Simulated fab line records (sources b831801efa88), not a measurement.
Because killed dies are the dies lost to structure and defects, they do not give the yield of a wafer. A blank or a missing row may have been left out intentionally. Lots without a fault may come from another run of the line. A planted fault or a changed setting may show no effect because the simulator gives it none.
Matching of chambers | flow sky130 | 4 sister chambers for SKY_CONTACT_CMP_04 on cmp-02
The step polishes SiO2. 4 wafers are shown with their chamber, then 7 later ones without.

WAFERS, EACH WITH ITS CHAMBER
wafer  | chamber | motorCurrentA (A)
L786.1 | 3       | 11.5
L792.1 | 0       | 11.8
L792.5 | 1       | 9.0
L793.1 | 2       | 12.4

WAFERS WHOSE CHAMBER IS MISSING
wafer  | motorCurrentA (A)
L793.2 | 11.4
L793.6 | 11.8
L795.1 | 11.7
L795.2 | 11.3
L795.6 | 9.3
L800.2 | 11.6
L800.3 | 9.5

CHAMBER TAKEN BY EACH
wafer  | from the rows above     | in truth
L793.2 | can't be placed: 3 or 0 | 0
L793.6 | can't be placed: 0 or 3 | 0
L795.1 | can't be placed: 0 or 3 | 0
L795.2 | can't be placed: 3 or 0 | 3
L795.6 | 1                       | 1
L800.2 | can't be placed: 3 or 0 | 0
L800.3 | 1                       | 1
2 of 7 placed correctly. Can't be placed from these rows: 5 (the true chamber is among the candidates in 5). Wrongly placed: 0.
How it was worked out, from the rows above alone: a wafer's distance from a chamber is the root of the sum, over the readings, of the square of ((its reading less the chamber's mean) divided by the reading's scatter). If the next closest chamber is less than 2 further off than the closest, the wafer can't be placed; otherwise it belongs to the closest. A chamber's mean is the mean of its shown wafers. The scatter (one wafer shown for each chamber): square how far every hidden wafer sits from the nearest shown wafer, average those squares and take the square root.
